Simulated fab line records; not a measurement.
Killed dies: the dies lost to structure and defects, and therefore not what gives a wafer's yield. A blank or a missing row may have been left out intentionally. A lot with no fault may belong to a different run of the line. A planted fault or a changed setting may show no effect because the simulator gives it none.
Chamber matching + flow sfq-line + 4 sister chambers for SFQ_TRILAYER_C5_ETCH_VIA_ETCH_154 on rie-diel-02
The step etches SiO2 in CHF3, stops on Nb, target depth 84 nm. 4 wafers are shown with their chamber, then 7 later ones without.

== WAFERS WITH THEIR CHAMBER ==
| wafer  | chamber | drypump-motor-current-A (A) |
|--------|---------|-----------------------------|
| L550.6 | 2       | 5.4                         |
| L553.5 | 1       | 5.4                         |
| L559.1 | 3       | 6.3                         |
| L559.3 | 0       | 6.5                         |

== WAFERS WHOSE CHAMBER IS MISSING ==
| wafer  | drypump-motor-current-A (A) |
|--------|-----------------------------|
| L559.5 | 5.4                         |
| L566.2 | 5.4                         |
| L566.5 | 5.4                         |
| L566.6 | 6.3                         |
| L572.1 | 5.4                         |
| L572.4 | 6.3                         |
| L572.5 | 6.4                         |

== WHICH CHAMBER EACH ONE RAN IN ==
| wafer  | from the rows above     | in truth |
|--------|-------------------------|----------|
| L559.5 | can't be placed: 1 or 2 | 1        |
| L566.2 | can't be placed: 1 or 2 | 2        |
| L566.5 | can't be placed: 1 or 2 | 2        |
| L566.6 | 3                       | 3        |
| L572.1 | can't be placed: 1 or 2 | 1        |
| L572.4 | 3                       | 3        |
| L572.5 | can't be placed: 0 or 3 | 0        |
2 of 7 placed correctly. Not placeable from these rows: 5 (in 5, the candidates include the true chamber). Number placed wrongly: 0.
How it was worked out, from the rows above alone: a wafer's distance from a chamber is the root of the sum, over the readings, of the square of ((its reading less the chamber's mean) divided by the reading's scatter). If the next closest chamber is less than 2 further off than the closest, the wafer can't be placed; otherwise it belongs to the closest. A chamber's mean is the mean of its shown wafers. The scatter: root of mean squared gap, hidden wafer to nearest shown wafer, with one shown wafer a chamber.
